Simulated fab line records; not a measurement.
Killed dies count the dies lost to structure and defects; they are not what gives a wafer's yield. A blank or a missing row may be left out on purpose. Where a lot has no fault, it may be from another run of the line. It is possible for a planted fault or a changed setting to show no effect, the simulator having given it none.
fab line records	flow sky130
[record] lots = 7	wafers = 21	lastDay = 50
route steps=708 shown NWELL@77 PWDE@84 VT_ADJUST_HVTP@85 PAD_OPEN@708
lots with no fault: from the same line, run without faults
startH: the number of hours between the record's first day and the start of the first shown wafer of the lot	waitH: hours elapsed since this lot's preceding step	" as in the row above	L1.1+2: one row covering several wafers at once	- no value, or no start was given	* or withheld: withheld	< > ~ a bound
route shown NAME@n: NAME is a module with steps in the file, n the number in the route of the first one	usual: average and standard deviation across the fault-free wafers	same: alike in all rows	chamber/n: place in a boat	sites: each site's reading	_std_site: the values' standard deviation	_edge_site: outer sites' mean less inner sites'	radiusMm: for every site, how far away it sits from the centre of the wafer	mask NAME#n: copy n	behind: the most recent tool/chamber to have shaped the wafer	hold: the reason the lot was held/the length of the hold in hours/how it ended	device: which transistor (n, p or np) failed to switch	end of line: the same wafers' tests at the end of the route	a step without rows: its recipe alone	killed: dies that structure and defects cost at the first sort, which is not the same as the wafer's yield	map: shows each die of a wafer: x if killed, . if not, _ if none is there
set.NAME: the setting as run; set.NAME@STEP: as run at that earlier step	model.NAME: the simulator's own value behind a step, which no gauge read
lots at selected steps of the route; one table per step, one row per wafer
services: when a tool's chamber went out of use (startH, in hours from the record's first day, below 0 if earlier), for how many hours, and the reason
[[steps]]
[step SKY_NWELL_IMPLANT_24]
[recipe] species = B	energyKev = 140	doseCm2 = 9.2e+12	tiltDeg = withheld
[step SKY_NWELL_STRIP_25]
[recipe] chemistry = O2/N2	powerW = 1400	pressureMtorr = 1500	platenTempC = withheld	o2FlowSccm = 3000	n2FlowSccm = 300	overashFraction = 0.5
[usual] chamberPressureMTorr = 1500.1/1.4	drypumpMotorCurrentA = 5.6/0.47	oesProductAu = 0.723/0.0045	stripTimeToEndpointS = 36.93/0.11
lot.wafer	tool	chamber	startH	waitH	chamberPressureMTorr	drypumpMotorCurrentA	oesProductAu	rfHoursCounterH	stripTimeToEndpointS
L813.2	plasmaAsher-03	0	102.41	0.1	1501.8	5.8	0.722	40	36.97
L813.4	"	1	"	"	1499.8	5.3	0.728	-	36.82
L813.6	"	1	"	"	1499.9	5.3	0.715	-	36.77
L814.3	plasmaAsher-03	0	109.45	0.1	1500.1	5.8	0.723	-	36.88
L814.5	"	1	"	"	1500.6	5.3	0.728	-	37.03
L814.6	"	0	"	"	1497.2	5.8	0.727	-	36.86
L817.3	plasmaAsher-01	1	130.85	0.1	1500.4	5.5	0.716	-	36.93
L817.4	"	0	"	"	1498.8	5.2	0.721	-	37.01
L817.5	"	0	"	"	1500.0	5.2	0.720	-	37.01
L818.1	plasmaAsher-04	1	140.02	0.1	1499.4	5.3	0.723	32	36.89
L818.2	"	0	"	"	1501.8	6.8	0.726	32	36.85
L818.6	"	1	"	"	1501.7	5.3	0.719	-	36.97
L820.2	plasmaAsher-03	0	147.52	0.1	1498.1	5.8	0.723	45	36.79
L820.3	"	0	"	"	1499.7	5.8	0.721	-	36.89
L820.6	"	0	"	"	1499.1	5.8	0.713	-	36.77
L824.1	plasmaAsher-03	1	180.42	0.1	1497.7	5.4	0.720	48	36.79
L824.3	"	0	"	"	1498.9	5.8	0.731	-	36.88
L824.5	"	0	"	"	1500.4	5.8	0.723	-	36.90
L835.2	plasmaAsher-03	0	246.57	0.1	1500.7	5.8	0.721	54	36.90
L835.3	"	1	"	"	1496.7	5.3	0.719	-	36.99
L835.5	"	0	"	"	1497.5	5.8	0.726	-	36.78
[step SKY_NWELL_TW_MEAS_26]
[usual] NWELL_2_TW = 489/3.1
lot.wafer	tool	chamber	startH	waitH	NWELL_2_TW
L813.2	filmMetro-01	-	102.52	0.1	485
L813.4	"	-	"	"	487
L813.6	"	-	"	"	487
L814.3	filmMetro-04	-	109.54	0.1	491
L814.5	"	-	"	"	490
L814.6	"	-	"	"	492
L817.3	filmMetro-04	-	130.94	0.1	491
L817.4	"	-	"	"	493
L817.5	"	-	"	"	490
L818.1	filmMetro-01	-	140.12	0.1	488
L818.2	"	-	"	"	488
L818.6	"	-	"	"	485
L820.2	filmMetro-02	-	147.63	0.1	493
L820.3	"	-	"	"	490
L820.6	"	-	"	"	494
L824.1	filmMetro-04	-	180.52	0.1	488
L824.3	"	-	"	"	488
L824.5	"	-	"	"	489
L835.2	filmMetro-02	-	246.68	0.1	497
L835.3	"	-	"	"	494
L835.5	"	-	"	"	493
[step SKY_NWELL_CLEAN_27]
[recipe] chemistry = SC1/SC2	mix = 1:4:20	tempC = 70	timeS = 150	dry = n2Spin
[step SKY_NWELL_RTA_28]
[recipe] tempC = 1050	timeS = 30	idleTempC = 650	rampUpCPerS = 150	rampDownCPerS = 90	ambient = N2
[usual] lampPowerPct = 25.30/0.055	wafer_temp_C_max = 1054.9/0.97
[same] timeS = 30
lot.wafer	tool	chamber	startH	waitH	lampPowerPct	wafer_temp_C_max
L813.2	rtpAnneal-02	0	102.64	0.0	25.26	1054.0
L813.4	"	0	"	"	25.27	1054.6
L813.6	"	0	"	"	25.29	1055.5
L814.3	rtpAnneal-01	0	109.66	0.0	25.29	1053.7
L814.5	"	0	"	"	25.38	1055.2
L814.6	"	0	"	"	25.34	1054.9
L817.3	rtpAnneal-02	0	131.06	0.0	25.31	1054.3
L817.4	"	0	"	"	25.19	1054.3
L817.5	"	0	"	"	25.27	1054.3
L818.1	rtpAnneal-01	0	140.23	0.0	25.37	1056.3
L818.2	"	0	"	"	25.34	1052.9
L818.6	"	0	"	"	25.37	1057.0
L820.2	rtpAnneal-02	0	147.74	0.0	25.26	1055.5
L820.3	"	0	"	"	25.34	1053.4
L820.6	"	0	"	"	25.35	1054.2
L824.1	rtpAnneal-02	0	180.63	0.0	25.40	1054.8
L824.3	"	0	"	"	25.26	1055.5
L824.5	"	0	"	"	25.22	1053.4
L835.2	rtpAnneal-01	0	246.79	0.0	25.28	1054.5
L835.3	"	0	"	"	25.33	1054.4
L835.5	"	0	"	"	25.26	1055.5
[step SKY_NWELL_RS_MEAS_29]
[recipe] thkMeasGauge = four-point-probe
[usual] NWELL_RS = 624.0/1.5
lot.wafer	tool	chamber	startH	waitH	NWELL_RS[ohm/sq]
L813.2	filmMetro-02	-	102.74	0.1	623.6
L813.4	"	-	"	"	624.8
L813.6	"	-	"	"	623.4
L814.3	filmMetro-01	-	109.77	0.1	625.5
L814.5	"	-	"	"	624.0
L814.6	"	-	"	"	621.6
L817.3	filmMetro-04	-	131.17	0.1	622.3
L817.4	"	-	"	"	625.8
L817.5	"	-	"	"	625.3
L818.1	filmMetro-01	-	140.33	0.1	622.7
L818.2	"	-	"	"	622.7
L818.6	"	-	"	"	623.1
L820.2	filmMetro-01	-	147.85	0.1	622.5
L820.3	"	-	"	"	623.5
L820.6	"	-	"	"	622.7
L824.1	filmMetro-04	-	180.73	0.1	626.6
L824.3	"	-	"	"	624.1
L824.5	"	-	"	"	625.1
L835.2	filmMetro-02	-	246.90	0.1	622.0
L835.3	"	-	"	"	623.0
L835.5	"	-	"	"	621.2
[step SKY_NWELL_RS_MEAS_31]
[recipe] thkMeasGauge = four-point-probe
[usual] PWDE_RS = 5276/20
lot.wafer	tool	chamber	startH	waitH	PWDE_RS[ohm/sq]
L813.2	filmMetro-02	-	102.98	0.1	5247
L813.4	"	-	"	"	5244
L813.6	"	-	"	"	5252
L814.3	filmMetro-01	-	110.01	0.1	5290
L814.5	"	-	"	"	5304
L814.6	"	-	"	"	5303
L817.3	filmMetro-04	-	131.41	0.1	5274
L817.4	"	-	"	"	5269
L817.5	"	-	"	"	5279
L818.1	filmMetro-01	-	140.57	0.1	5284
L818.2	"	-	"	"	5289
L818.6	"	-	"	"	5279
L820.2	filmMetro-01	-	148.09	0.1	5240
L820.3	"	-	"	"	5266
L820.6	"	-	"	"	5238
L824.1	filmMetro-04	-	180.97	0.1	5272
L824.3	"	-	"	"	5272
L824.5	"	-	"	"	5274
L835.2	filmMetro-02	-	247.14	0.1	5260
L835.3	"	-	"	"	5245
L835.5	"	-	"	"	5245
[step SKY_VT_ADJUST_HVTP_DEHYDRATE_00]
[recipe] tempC = 200	timeS = 60
[step SKY_VT_ADJUST_HVTP_HMDS_01]
[recipe] primeTimeS = 60	primeTempC = 120
[step SKY_VT_ADJUST_HVTP_COAT_02]
[recipe] resist = NOVOLAK	spinRpm = 3000	resistThkNm = 1140
[step SKY_VT_ADJUST_HVTP_SOFTBAKE_03]
[recipe] tempC = 90	timeS = 60	resist = NOVOLAK
[step SKY_VT_ADJUST_HVTP_EXPOSE_04]
[recipe] maskId = HVTPM	na = 0.6	sourceShape = conventional	sigmaOuter = 0.6	polarization = unpolarized	targetCdNm = 380	doseMj = 140
[usual] exposureDoseMJCm2 = 139.98/0.16
lot.wafer	tool	chamber	startH	waitH	mask	exposureDoseMJCm2	model.VT_ADJUST_HVTP.overlayXNm
L813.2	ilineStepper-01	0	112.82	-	HVTPM#0	139.97	-0.1825
L813.4	"	0	"	"	HVTPM#0	139.85	-0.1825
L813.6	"	0	"	"	HVTPM#0	139.84	-0.1825
L814.3	ilineStepper-02	0	119.29	-	HVTPM#0	140.18	-0.5028
L814.5	"	0	"	"	HVTPM#0	140.03	-0.5028
L814.6	"	0	"	"	HVTPM#0	140.12	-0.5028
L817.3	ilineStepper-02	0	140.82	-	HVTPM#0	139.85	232.7
L817.4	"	0	"	"	HVTPM#0	139.89	232.7
L817.5	"	0	"	"	HVTPM#0	139.92	232.7
L818.1	ilineStepper-02	0	150.52	-	HVTPM#0	140.11	233.4
L818.2	"	0	"	"	HVTPM#0	140.12	233.4
L818.6	"	0	"	"	HVTPM#0	139.93	233.4
L820.2	ilineStepper-02	0	158.77	-	HVTPM#0	139.92	233
L820.3	"	0	"	"	HVTPM#0	139.78	233
L820.6	"	0	"	"	HVTPM#0	140.03	233
L824.1	ilineStepper-01	0	191.68	-	HVTPM#0	140.02	-1.057
L824.3	"	0	"	"	HVTPM#0	140.02	-1.057
L824.5	"	0	"	"	HVTPM#0	140.00	-1.057
L835.2	ilineStepper-01	0	259.34	-	HVTPM#0	139.89	0.4205
L835.3	"	0	"	"	HVTPM#0	139.87	0.4205
L835.5	"	0	"	"	HVTPM#0	140.06	0.4205
[step SKY_VT_ADJUST_HVTP_PEB_05]
[recipe] tempC = withheld	timeS = *	resist = NOVOLAK
[step SKY_VT_ADJUST_HVTP_DEVELOP_06]
[recipe] resist = NOVOLAK	developer = TMAH	developTimeS = 60	devTempC = 23
[step SKY_VT_ADJUST_HVTP_CD_MEAS_07]
[recipe] targetCdNm = 380
[usual] cdNm = 379.6/2.5
lot.wafer	tool	chamber	startH	waitH	cdNm
L813.2	cdSem-01	-	121.60	0.1	379.6
L813.4	"	-	"	"	381.3
L813.6	"	-	"	"	379.4
L814.3	cdSem-01	-	129.32	0.1	380.4
L814.5	"	-	"	"	379.6
L814.6	"	-	"	"	377.0
L817.3	cdSem-01	-	150.59	0.2	379.6
L817.4	"	-	"	"	380.8
L817.5	"	-	"	"	378.3
L818.1	cdSem-01	-	160.42	0.1	379.4
L818.2	"	-	"	"	378.2
L818.6	"	-	"	"	376.2
L820.2	cdSem-01	-	169.31	1.1	379.1
L820.3	"	-	"	"	378.1
L820.6	"	-	"	"	378.0
L824.1	cdSem-02	-	203.58	0.1	377.0
L824.3	"	-	"	"	377.2
L824.5	"	-	"	"	376.6
L835.2	cdSem-01	-	271.09	0.1	381.9
L835.3	"	-	"	"	381.7
L835.5	"	-	"	"	384.0
[step SKY_VT_ADJUST_HVTP_OVL_MEAS_08]
[usual] VT_ADJUST_HVTP_OVL = 0.1/1.2
lot.wafer	tool	chamber	startH	waitH	VT_ADJUST_HVTP_OVL[nm]
L813.2	overlay-02	-	121.70	0.1	-2.2
L813.4	"	-	"	"	-0.9
L813.6	"	-	"	"	0.8
L814.3	overlay-01	-	129.41	0.1	-0.8
L814.5	"	-	"	"	2.1
L814.6	"	-	"	"	1.2
L817.3	overlay-01	-	150.68	0.1	229.7
L817.4	"	-	"	"	234.4
L817.5	"	-	"	"	233.8
L818.1	overlay-01	-	160.54	0.1	234.7
L818.2	"	-	"	"	236.5
L818.6	"	-	"	"	234.1
L820.2	overlay-02	-	169.42	0.1	233.1
L820.3	"	-	"	"	232.3
L820.6	"	-	"	"	233.5
L824.1	overlay-01	-	203.70	0.1	-3.2
L824.3	"	-	"	"	-1.4
L824.5	"	-	"	"	-2.3
L835.2	overlay-02	-	271.20	0.1	0.6
L835.3	"	-	"	"	1.7
L835.5	"	-	"	"	0.4
[step SKY_VT_ADJUST_HVTP_IMPLANT_09]
[recipe] species = As	energyKev = 150	doseCm2 = 4.3e+12	tiltDeg = withheld
[step SKY_PAD_OPEN_PROBE_99]
[usual] killed_at_M0_to_M3 = 43/6.6	killed_at_M4_up = 3.2/1.9	killedAtContacts = 25/5.3	killedAtFrontEnd = 16/4.5	killedAtOther = 0.3/0.63	killedDies = 87/8.9	killedOnRim = 17/3.7	killedOpen = 48/7.9	killedShort = 39/5.3
[same] grossDies = 492	killedAtBackSide = 0
lot.wafer	tool	chamber	startH	waitH	killed_at_M0_to_M3	killed_at_M4_up	killedAtContacts	killedAtFrontEnd	killedAtOther	killedDies	killedOnRim	killedOpen	killedShort
L813.2	prober-02	-	1077.09	0.1	43	3	27	12	3	88	18	49	36
L813.4	prober-02	-	1077.19	0.2	40	4	23	23	0	90	20	50	39
L813.6	prober-02	-	1077.29	0.2	29	3	28	22	1	83	18	45	36
L814.3	prober-01	-	1088.09	0.2	50	1	25	20	0	96	22	56	38
L814.5	prober-01	-	1088.19	0.2	40	5	35	23	0	103	21	53	49
L814.6	prober-01	-	1088.24	0.2	35	7	31	16	0	89	20	44	44
L817.3	prober-02	-	1107.49	0.2	48	3	28	91	0	170	36	56	34
L817.4	prober-02	-	1107.54	0.2	58	4	30	96	0	188	36	60	42
L817.5	prober-02	-	1107.59	0.2	52	1	20	122	0	195	38	49	36
L818.1	prober-01	-	1117.74	0.1	47	3	31	108	0	189	33	58	33
L818.2	prober-01	-	1117.79	0.1	50	2	20	111	0	183	33	54	37
L818.6	prober-01	-	1117.99	0.2	46	1	26	105	1	179	39	46	35
L820.2	prober-01	-	1119.29	0.1	47	2	24	120	1	194	47	53	40
L820.3	prober-01	-	1119.34	0.2	51	2	19	116	0	188	34	48	39
L820.6	prober-01	-	1119.49	0.2	36	2	26	99	0	163	30	34	41
L824.1	prober-02	-	1154.10	0.1	41	5	16	17	0	79	12	42	37
L824.3	prober-02	-	1154.20	0.2	53	0	19	14	1	87	17	47	39
L824.5	prober-02	-	1154.30	0.2	42	2	16	17	0	77	15	42	34
L835.2	prober-02	-	1202.00	0.1	39	0	26	17	0	82	14	41	39
L835.3	prober-02	-	1202.05	0.2	38	2	30	11	1	82	14	45	37
L835.5	prober-02	-	1202.15	0.2	56	3	27	13	0	99	20	57	42
// killed by level:class
L813.2 CONTACT:geometricParticle:open=11 LI_CONTACT:geometricParticle:open=9 VIA1:geometricParticle:open=9 METAL2:geometricParticle:short=7 METAL1:geometricParticle:short=6 VIA3:geometricParticle:open=6 LOCAL_INTERCONNECT:geometricParticle:short=5 FIELD_ISO:geometricParticle:short=3
L813.4 VIA1:geometricParticle:open=11 METAL1:geometricParticle:short=9 FIELD_ISO:geometricParticle:open=7 CONTACT:geometricParticle:open=7 LI_CONTACT:geometricParticle:open=6 FIELD_ISO:geometricParticle:short=5 POLY_GATE:geometricParticle:open=5 VIA3:geometricParticle:open=5
L813.6 POLY_GATE:geometricParticle:open=10 LI_CONTACT:geometricParticle:open=8 CONTACT:geometricParticle:open=7 LOCAL_INTERCONNECT:geometricParticle:short=6 VIA1:geometricParticle:open=6 VIA3:geometricParticle:open=5 POLY_GATE:geometricParticle:short=4 METAL2:geometricParticle:short=4
L814.3 CONTACT:geometricParticle:open=12 VIA1:geometricParticle:open=11 VIA2:geometricParticle:open=8 CONTACT:geometricParticle:short=7 VIA3:geometricParticle:open=7 POLY_GATE:geometricParticle:open=6 METAL1:geometricParticle:short=5 VIA1:geometricParticle:short=5
L814.5 VIA1:geometricParticle:open=14 CONTACT:geometricParticle:open=12 CONTACT:geometricParticle:short=8 LI_CONTACT:geometricParticle:open=7 METAL1:geometricParticle:short=6 POLY_GATE:geometricParticle:open=5 LOCAL_INTERCONNECT:geometricParticle:short=5 METAL4:geometricParticle:short=5
L814.6 CONTACT:geometricParticle:open=11 LI_CONTACT:geometricParticle:open=7 VIA1:geometricParticle:open=7 METAL1:geometricParticle:short=6 CONTACT:geometricParticle:short=5 VIA1:geometricParticle:short=5 METAL2:geometricParticle:short=5 VIA3:geometricParticle:open=5
L817.3 VT_ADJUST_HVTP:overlay=80 CONTACT:geometricParticle:open=13 VIA1:geometricParticle:open=12 VIA3:geometricParticle:open=10 LI_CONTACT:geometricParticle:open=9 METAL2:geometricParticle:short=6 VIA2:geometricParticle:open=5 VIA1:geometricParticle:short=5
L817.4 VT_ADJUST_HVTP:overlay=86 VIA1:geometricParticle:open=13 VIA2:geometricParticle:open=10 VIA3:geometricParticle:open=10 LI_CONTACT:geometricParticle:open=9 CONTACT:geometricParticle:open=9 VIA2:geometricParticle:short=7 METAL1:geometricParticle:short=6
L817.5 VT_ADJUST_HVTP:overlay=110 VIA1:geometricParticle:open=15 VIA2:geometricParticle:open=7 LI_CONTACT:geometricParticle:open=6 VIA3:geometricParticle:open=6 LI_CONTACT:geometricParticle:short=5 CONTACT:geometricParticle:open=5 VIA1:geometricParticle:short=5
L818.1 VT_ADJUST_HVTP:overlay=98 CONTACT:geometricParticle:open=12 VIA1:geometricParticle:open=12 VIA3:geometricParticle:open=9 CONTACT:geometricParticle:short=6 LI_CONTACT:geometricParticle:open=6 VIA2:geometricParticle:open=6 METAL2:geometricParticle:short=4
L818.2 VT_ADJUST_HVTP:overlay=92 LI_CONTACT:geometricParticle:open=10 CONTACT:geometricParticle:open=9 VIA2:geometricParticle:open=9 VIA1:geometricParticle:open=8 VIA2:geometricParticle:short=7 VIA3:geometricParticle:open=7 FIELD_ISO:geometricParticle:open=6
L818.6 VT_ADJUST_HVTP:overlay=97 VIA1:geometricParticle:open=14 LI_CONTACT:geometricParticle:open=9 CONTACT:geometricParticle:open=6 LOCAL_INTERCONNECT:geometricParticle:short=5 METAL2:geometricParticle:short=5 METAL3:geometricParticle:short=5 VIA3:geometricParticle:short=4
L820.2 VT_ADJUST_HVTP:overlay=101 VIA1:geometricParticle:open=11 VIA2:geometricParticle:open=10 CONTACT:geometricParticle:open=8 FIELD_ISO:geometricParticle:open=7 LI_CONTACT:geometricParticle:open=7 POLY_GATE:geometricParticle:short=6 VIA1:geometricParticle:short=5
L820.3 VT_ADJUST_HVTP:overlay=100 VIA2:geometricParticle:open=14 VIA1:geometricParticle:open=8 FIELD_ISO:geometricParticle:short=6 LOCAL_INTERCONNECT:geometricParticle:short=6 METAL2:geometricParticle:short=6 CONTACT:geometricParticle:open=6 VIA3:geometricParticle:open=5
L820.6 VT_ADJUST_HVTP:overlay=88 LI_CONTACT:geometricParticle:open=11 METAL3:geometricParticle:short=7 CONTACT:geometricParticle:short=6 VIA1:geometricParticle:open=6 METAL2:geometricParticle:short=5 CONTACT:geometricParticle:open=5 METAL1:geometricParticle:short=5
L824.1 VIA1:geometricParticle:open=14 FIELD_ISO:geometricParticle:open=6 CONTACT:geometricParticle:open=6 VIA3:geometricParticle:open=6 VIA2:geometricParticle:short=6 METAL4:geometricParticle:short=5 METAL2:geometricParticle:short=5 METAL1:geometricParticle:short=4
L824.3 VIA3:geometricParticle:open=13 CONTACT:geometricParticle:open=8 METAL2:geometricParticle:short=8 VIA1:geometricParticle:open=7 LI_CONTACT:geometricParticle:open=6 VIA3:geometricParticle:short=6 METAL1:geometricParticle:short=5 FIELD_ISO:geometricParticle:open=4
L824.5 VIA1:geometricParticle:open=12 METAL1:geometricParticle:short=7 LI_CONTACT:geometricParticle:open=5 CONTACT:geometricParticle:open=5 VIA2:geometricParticle:open=5 VIA3:geometricParticle:open=5 POLY_GATE:geometricParticle:short=4 METAL2:geometricParticle:short=3
L835.2 CONTACT:geometricParticle:open=8 FIELD_ISO:geometricParticle:short=6 LI_CONTACT:geometricParticle:open=6 METAL1:geometricParticle:short=6 METAL2:geometricParticle:short=6 VIA2:geometricParticle:open=6 VIA3:geometricParticle:open=5 VIA1:geometricParticle:open=4
L835.3 CONTACT:geometricParticle:open=9 LI_CONTACT:geometricParticle:open=8 VIA1:geometricParticle:open=7 VIA3:geometricParticle:open=7 LI_CONTACT:geometricParticle:short=5 METAL2:geometricParticle:short=5 LOCAL_INTERCONNECT:geometricParticle:short=5 METAL1:geometricParticle:short=5
L835.5 VIA1:geometricParticle:open=17 LI_CONTACT:geometricParticle:open=10 METAL1:geometricParticle:short=8 METAL2:geometricParticle:short=7 VIA3:geometricParticle:open=6 LOCAL_INTERCONNECT:geometricParticle:short=6 CONTACT:geometricParticle:short=5 POLY_GATE:geometricParticle:open=4
// map L817.5 (x killed, . not)
__________x..x......_________
________xx....x.xx.x.._______
______.x.x.x.xxxxxx...xx_____
_____...x....x.....xx.xx.____
____...xxx...x......x.xx.x___
___.xx.xx.x..x..x..x.....x.__
__.xxx..x....xx..x..x.x..x.x_
_xx...x....xx...x...xxxx.....
_......xxx...x..xx.xx......xx
_......x.x.xx.xx.xx.xx.....xx
_xx..x....xx.x...xxx.x...x...
_.xxxxxx.x..x.x...x.x....x.x.
_x.x.xx.xxxx.x....x.x..xx...x
_.x......xx..xx..x.xx.....xx.
_x......xxx.x.x.xx......x.xx.
__x..x.....x..xxx...x..x...x_
___x..xx.x.x.x.xx....x....x__
____.xxx...xxx....xx......___
_____xx.xxx.x.xx..xx.xx..____
______...x....x......x.._____
________.xx...xx......_______
__________xx.x..x..x_________
// map L818.1 (x killed, . not)
__________......x.x._________
________xxx......x.x.x_______
______.xxx....xx...x.xx._____
_____..x...xx.x..xx...x..____
____...x.x.x...xx....x.x.x___
___x..xx...x.xx.x.x.x....x.__
__..x.....xx......xxx......._
_...x.x..xx.x..x........xxxx.
_.x.xxxx..x.xxx.x.x...xx.....
_.....x...........xxx.x.x...x
_xx...xx....x.xx..x..x...x...
_..xxxx..xxxx....x.xxxx.x...x
_.xxxx.....xxx.xx.x......x.x.
_xxx.x.xxx..xxxxx......x..x..
_xx.....x..x...x.........x.x.
__......x...x.x.xxxx..xxxxx._
___...x....x...x.....xx.x..__
____.x.x.x.x..xx..x....xx.___
_____..x...xxxxxxx.......____
______.x.xx.xx.x...xxx.._____
________......xxxx...x_______
__________..xx.xx.x._________
[[services]]
tool	chamber	startH	hours	kind
ilineStepper-01	0	78.70	-	calibration
ilineStepper-01	-	157.06	1.7	pm
rtpAnneal-02	-	157.88	5.9	pm
ilineStepper-02	-	166.13	4.4	pm
plasmaAsher-01	-	174.19	0.6	repair
plasmaAsher-01	-	181.33	2.8	repair
ilineStepper-02	-	202.24	2.1	pm
ilineStepper-02	-	204.32	-	consumableReplace:lamp
ilineStepper-02	-	204.32	1.7	pm
ilineStepper-01	-	209.56	0.8	repair
[[key]]
[firstSign] step = SKY_VT_ADJUST_HVTP_OVL_MEAS_08	reading = VT_ADJUST_HVTP_OVL	direction = up	sigmas = 99+	usual = 0.1	struck = 233.6
[effect] step = SKY_PAD_OPEN_PROBE_99	reading = killedAtFrontEnd	direction = up	sigmas = 20	usual = 16	struck = 108
[modelEffect] step = SKY_VT_ADJUST_HVTP_EXPOSE_04	value = VT_ADJUST_HVTP.overlayXNm	without = 0.1875	struck = 233
[moreKillsBornAt] SKY_VT_ADJUST_HVTP_EXPOSE_04@ilineStepper-02 = 852
metAt SKY_VT_ADJUST_HVTP_EXPOSE_04
struckWafers L817.3,L817.4,L817.5,L818.1,L818.2,L818.6,L820.2,L820.3,L820.6
testerLeftOut L817,L818,L820
onsetBetween 119.29 140.82
[fault] kind = scannerMatchingOverlay	tool = ilineStepper-02	chamber = -	onsetH = 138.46	steps = SKY_VT_ADJUST_HVTP_EXPOSE_04	offset = 232.86
// testerLeftOut: of these lots the tester's yield and bins aren't shown, on N5 and GAA mostly nor the transistor test; their killed dies are dies lost to structure and defects alone, not to doping, threshold or leakage, so they don't give the yield
